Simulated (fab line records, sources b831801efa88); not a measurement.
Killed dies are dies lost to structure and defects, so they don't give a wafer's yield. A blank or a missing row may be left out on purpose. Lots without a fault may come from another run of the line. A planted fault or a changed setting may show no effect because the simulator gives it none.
fab line records | flow sky130
record lots=14 wafers=42 last_day=50
route steps=708 shown RES_PROTECT@215 LDD_P@263 LDD_HVP@284
lots that met no fault: from a run of the same line without faults
start_h: hours from the record's first day to the start of the lot's first wafer shown | wait_h: hours since the lot's step before | " the same as in the row above | L1.1+2: a row that stands for several wafers | - no value, or no start given | * or withheld: withheld | < > ~ a bound
route shown NAME@n: a module of which the file shows steps, and the number in the route of the first | usual: mean/standard deviation of fault-free wafers | same: alike in all rows | chamber/n: place in a boat | sites: the reading at each site | _std_site: their standard deviation | _edge_site: outer sites' mean less inner sites' | radius_mm: how far each site lies from the wafer's centre | mask NAME#n: copy n | behind: the tool/chamber that last shaped the wafer | hold: why the lot was held/for how many hours/how that ended | device: the transistor (n, p or np) that didn't switch | end of line: the same wafers' tests at the end of the route | a step without rows: its recipe alone | killed: dies lost to structure and defects at the first sort, not the wafer's yield | map: a wafer's dies, x killed, . not, _ none there
set.NAME: the setting as run; set.NAME@STEP: as run at that earlier step | model.NAME: the simulator's own value behind a step, which no gauge read
steps of the route over a sample of lots; a table a step, a row a wafer
## steps
# step SKY_RES_PROTECT_TW_MEAS_08
# usual POLY_GATE_TW=4047/49
# columns lot.wafer tool chamber start_h wait_h POLY_GATE_TW
L369.2 film_metro-03 - 351.18 0.1 4006
L369.3 " - " " 3989
L369.6 " - " " 4011
L370.1 film_metro-04 - 366.74 0.1 3976
L370.2 " - " " 3983
L370.6 " - " " 3975
L371.1 film_metro-01 - 366.87 0.1 4123
L371.2 " - " " 4133
L371.3 " - " " 4109
L372.2 film_metro-03 - 372.05 0.1 3999
L372.4 " - " " 4003
L372.5 " - " " 4018
L373.2 film_metro-04 - 392.48 0.1 4017
L373.3 " - " " 4028
L373.5 " - " " 4029
L374.3 film_metro-01 - 401.69 0.1 4113
L374.4 " - " " 4082
L374.5 " - " " 4141
L378.1 film_metro-01 - 427.07 0.1 4076
L378.4 " - " " 4083
L378.6 " - " " 4069
L380.2 film_metro-01 - 446.23 0.1 4115
L380.4 " - " " 4115
L380.5 " - " " 4099
L381.1 film_metro-03 - 458.37 0.1 4043
L381.2 " - " " 4022
L381.4 " - " " 4004
L382.1 film_metro-03 - 472.34 0.1 3990
L382.3 " - " " 4013
L382.5 " - " " 4014
L383.1 film_metro-03 - 473.57 0.1 4022
L383.4 " - " " 3999
L383.6 " - " " 4004
L386.3 film_metro-01 - 488.43 0.1 4088
L386.4 " - " " 4089
L386.6 " - " " 4080
L390.1 film_metro-03 - 517.82 0.1 4021
L390.3 " - " " 4017
L390.4 " - " " 4000
L391.1 film_metro-01 - 529.62 0.1 4119
L391.2 " - " " 4122
L391.3 " - " " 4134
# step SKY_LDD_P_OVL_MEAS_08
# usual LDD_P_OVL=0.4/1.2
# columns lot.wafer tool chamber start_h wait_h LDD_P_OVL[nm]
L369.2 overlay-01 - 444.69 0.1 0.5
L369.3 " - " " -0.4
L369.6 " - " " 0.8
L371.1 overlay-01 - 462.31 0.1 1.8
L371.2 " - " " 0.5
L371.3 " - " " 0.5
L370.1 overlay-01 - 464.84 0.1 -1.4
L370.2 " - " " -2.2
L370.6 " - " " -1.7
L372.2 overlay-01 - 471.91 0.1 -0.1
L372.4 " - " " 0.1
L372.5 " - " " 0.9
L373.2 overlay-01 - 490.34 0.1 1.2
L373.3 " - " " -0.5
L373.5 " - " " 1.6
L374.3 overlay-01 - 499.84 0.1 0.2
L374.4 " - " " -0.6
L374.5 " - " " 0.1
L378.1 overlay-01 - 524.91 0.1 1.7
L378.4 " - " " 2.4
L378.6 " - " " 0.5
L380.2 overlay-02 - 542.26 0.1 1.7
L380.4 " - " " 0.5
L380.5 " - " " 0.2
L381.1 overlay-02 - 553.13 0.1 -0.1
L381.2 " - " " -0.9
L381.4 " - " " -2.5
L382.1 overlay-01 - 567.11 0.1 -0.2
L382.3 " - " " 0.4
L382.5 " - " " 1.1
L383.1 overlay-02 - 568.63 0.1 1.0
L383.4 " - " " 2.2
L383.6 " - " " 0.4
L386.3 overlay-02 - 583.99 0.1 -0.8
L386.4 " - " " -0.6
L386.6 " - " " -1.1
L390.1 overlay-01 - 610.61 0.1 -0.5
L390.3 " - " " -0.1
L390.4 " - " " 1.5
L391.1 overlay-02 - 622.58 0.1 -1.8
L391.2 " - " " -1.4
L391.3 " - " " -1.0
# step SKY_LDD_HVP_DEVELOP_06
# recipe resist=NOVOLAK developer=TMAH develop_time_s=60 dev_temp_c=23
# usual chill_plate_temp_C=23.01/0.092 develop_time_s=60/0
# columns lot.wafer tool chamber start_h wait_h chill_plate_temp_C develop_time_s
L369.2 litho_track-01 0 506.06 0.1 23.00 60
L369.3 " 0 " " 23.06 60
L369.6 " 0 " " 23.00 60
L371.1 litho_track-02 0 522.62 0.1 23.02 60
L371.2 " 0 " " 22.87 60
L371.3 " 0 " " 22.79 60
L370.1 litho_track-04 0 526.06 0.1 23.11 60
L370.2 " 0 " " 23.04 60
L370.6 " 0 " " 23.15 60
L372.2 litho_track-01 0 532.21 0.1 23.29 60
L372.4 " 0 " " 23.14 60
L372.5 " 0 " " 23.02 60
L373.2 litho_track-02 0 550.09 0.1 23.13 60
L373.3 " 0 " " 23.02 60
L373.5 " 0 " " 23.04 60
L374.3 litho_track-02 0 559.02 0.1 22.98 60
L374.4 " 0 " " 23.08 60
L374.5 " 0 " " 22.90 60
L378.1 litho_track-01 0 584.24 0.1 23.05 60
L378.4 " 0 " " 23.05 60
L378.6 " 0 " " 22.90 60
L380.2 litho_track-01 - 601.26 0.1 - -
L380.4 " - " " - -
L380.5 " - " " - -
L381.1 litho_track-04 - 611.46 0.1 - -
L381.2 " - " " - -
L381.4 " - " " - -
L382.1 litho_track-02 0 625.72 0.1 22.99 60
L382.3 " 0 " " 22.88 60
L382.5 " 0 " " 22.94 60
L383.1 litho_track-02 0 628.07 0.1 22.78 60
L383.4 " 0 " " 22.98 60
L383.6 " 0 " " 23.06 60
L386.3 litho_track-04 0 642.11 0.1 22.89 60
L386.4 " 0 " " 23.03 60
L386.6 " 0 " " 23.03 60
L390.1 litho_track-04 0 667.76 0.1 23.10 60
L390.3 " 0 " " 22.93 60
L390.4 " 0 " " 23.04 60
L391.1 litho_track-02 0 680.62 0.1 23.22 60
L391.2 " 0 " " 23.03 60
L391.3 " 0 " " 22.98 60
# step SKY_LDD_HVP_OVL_MEAS_07
# usual LDD_HVP_OVL=-0.4/1.3
# columns lot.wafer tool chamber start_h wait_h LDD_HVP_OVL[nm]
L369.2 overlay-02 - 506.19 0.1 -0.3
L369.3 " - " " -1.0
L369.6 " - " " 0.1
L371.1 overlay-01 - 522.77 0.1 0.3
L371.2 " - " " 1.2
L371.3 " - " " 0.7
L370.1 overlay-01 - 526.21 0.1 1.3
L370.2 " - " " -1.1
L370.6 " - " " -0.1
L372.2 overlay-02 - 532.34 0.1 -0.1
L372.4 " - " " -0.6
L372.5 " - " " 0.7
L373.2 overlay-02 - 550.22 0.1 -2.3
L373.3 " - " " -0.8
L373.5 " - " " -0.1
L374.3 overlay-02 - 559.13 0.1 -2.0
L374.4 " - " " -1.5
L374.5 " - " " -1.4
L378.1 overlay-01 - 584.39 0.1 0.2
L378.4 " - " " 0.3
L378.6 " - " " 0.0
L380.2 overlay-01 - 601.39 0.1 -
L380.4 " - " " -
L380.5 " - " " -
L381.1 overlay-02 - 611.61 0.1 -
L381.2 " - " " -
L381.4 " - " " -
L382.1 overlay-02 - 625.87 0.1 -0.2
L382.3 " - " " -2.3
L382.5 " - " " -0.9
L383.1 overlay-01 - 628.22 0.1 0.7
L383.4 " - " " -0.1
L383.6 " - " " 0.0
L386.3 overlay-01 - 642.22 0.1 -1.0
L386.4 " - " " -0.5
L386.6 " - " " 1.2
L390.1 overlay-02 - 667.91 0.1 -1.6
L390.3 " - " " -1.5
L390.4 " - " " -1.5
L391.1 overlay-02 - 680.77 0.1 0.1
L391.2 " - " " 0.8
L391.3 " - " " -0.3
## key
first_sign step=SKY_LDD_HVP_DEVELOP_06 reading=tool_record direction=missing
effect none on later readings
met_at SKY_LDD_HVP_DEVELOP_06
struck_lots L380,L381
sort_left_out L380.2,L380.4,L380.5,L381.1,L381.2,L381.4
tester_left_out L380,L381
not_acting_at SKY_RES_PROTECT_TW_MEAS_08,SKY_LDD_P_OVL_MEAS_08,SKY_LDD_HVP_OVL_MEAS_07
onset_between 584.24 601.26
fault kind=skipped_step_whole tool=litho_track-01,litho_track-04 chamber=- onset_h=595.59 steps=SKY_LDD_HVP_DEVELOP_06 scope=struck_lots_only
# tester_left_out: of these lots the tester's yield and bins aren't shown, on N5 and GAA mostly nor the transistor test; their killed dies are dies lost to structure and defects alone, not to doping, threshold or leakage, so they don't give the yield
# sort_left_out: the simulated sort isn't trusted on such a fault, so these wafers' sort isn't shown, and their yield isn't known
